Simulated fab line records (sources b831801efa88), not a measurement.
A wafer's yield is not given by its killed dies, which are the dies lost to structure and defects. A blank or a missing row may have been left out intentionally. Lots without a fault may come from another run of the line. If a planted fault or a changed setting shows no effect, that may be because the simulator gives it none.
Problem report, 8D (eight disciplines) form, completed by code || flow gf180mcu || the parts of the form that need people (team, actions taken, sign-off) are left out

1. WHAT WENT WRONG
V4_CVD_02_THK at GF_V4_THK_MEAS_03 reads a mean of 717 nm on 1 wafer of 1 lot; wafers without a fault read 851 nm with a standard deviation of 12. Measured from the usual mean, that is -11 standard deviations.
First observed at day 29 07:39: wafer L188.4, on film-metro-01. The record has a number at this step for 35 wafers belonging to 12 lots. Rule for "out", or "out of limits": more than 4 standard deviations from the usual mean. All remaining wafers that have a number are taken as sound.

2. WHAT IT IS, AND WHAT IT ISN'T
{"question": "which readings at this step", "is": "V4_CVD_02_THK", "is not": "-"}
{"question": "which lots", "is": "L188", "is not": "L170, L172, L173, L175, L176, L177, L178, L179, L181, L191, L193"}
{"question": "which wafers of those lots", "is": "L188.4", "is not": "L188.1"}
{"question": "read on which gauges", "is": "film-metro-01", "is not": "film-metro-03, film-metro-04"}
{"question": "when", "is": "from day 29 07:39", "is not": "up to then (28 sound wafers); but 6 sound wafers of L191, L193 came after"}

3. SUSPECTS, AND WHAT RULES EACH OUT
Counting: if a tool at a process step up to the reading ran every lot that is out, it stays a suspect. Sound lots after the first of them don't rule it out here, since some wafers of a struck lot are sound.
- ruled out: the gauge at GF_V4_THK_MEAS_03. All the wafers that are out were read on film-metro-01, but those of them that GF_V4_CMP_04 has rows for are out there too, on other tools.
- cvd-w-02 at GF_V2_CVD_23 (deposits W, target thk 350 nm, time 104.94 s): kept. The lot that is out, L188, ran on it at day 26 15:17; the last sound lot it ran before that was L181, at day 24 12:49.
- pecvd-01 at GF_V4_CVD_02 (deposits SiO2 from TEOS, target thk 850 nm, time 94.851 s): kept. The lot that is out, L188, ran on it at day 29 07:35; the last sound lot it ran before that was L177, at day 25 23:20.
- Within cvd-w-02 at GF_V2_CVD_23: the wafers that are out ran in chamber 1; their sound lot-mates ran in chamber 0.
- Within pecvd-01 at GF_V4_CVD_02: the wafers that are out ran in chamber 1; their sound lot-mates ran in chamber 2.
The count leaves pecvd-01 at GF_V4_CVD_02 and cvd-w-02 at GF_V2_CVD_23.

4. THE CAUSE (what the simulator had put in)
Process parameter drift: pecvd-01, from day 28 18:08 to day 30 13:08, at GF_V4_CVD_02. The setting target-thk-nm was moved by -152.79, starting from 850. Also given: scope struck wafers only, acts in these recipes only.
Counting leaves 2 suspects; this tool is one of them.

5. THE CHAIN OF EFFECTS, in route order
Rows list readings where the struck wafers' mean (over those with a number) sits beyond 3 standard deviations from the usual. Only readings whose record carries a usual standard deviation are examined. hours: median over the lots of the time between each lot's start at the first step of this table that gives one and its start at this step. sigmas: the change, counted in usual standard deviations.
{"hours": 0, "step": "GF_V4_THK_MEAS_03", "reading": "V4_CVD_02_THK", "usual": "851 nm", "on struck wafers": 717, "change": -134, "sigmas": -11}
{"hours": 0, "step": "GF_V4_CMP_04", "reading": "time-to-endpoint-s", "usual": "81 s", "on struck wafers": 31, "change": -50, "sigmas": -9.6}
Here are the process steps it includes:
- GF_V4_CMP_04: polishes SiO2.
Later measuring or inspecting steps at which every struck wafer that the step has a row for has a number for every such reading, and none has moved that far: GF_V4_BOW_MEAS_05.

6. HOW IT WOULD HAVE BEEN CAUGHT EARLIER
Counted from the fault's start at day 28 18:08, it took 14 hours until the first out-of-limits reading at a measuring or inspecting step in this record, taken at day 29 07:39.
No tool reading at GF_V4_CVD_02 that has a usual standard deviation in the record was out on any struck wafer, so an alarm limit of 4 standard deviations on those readings would not have fired.
The start of GF_V4_CVD_02 on pecvd-01 came by day 29 07:39 for every one of the lots that are out (1). None of them would have been spared by holding the tool at that moment.
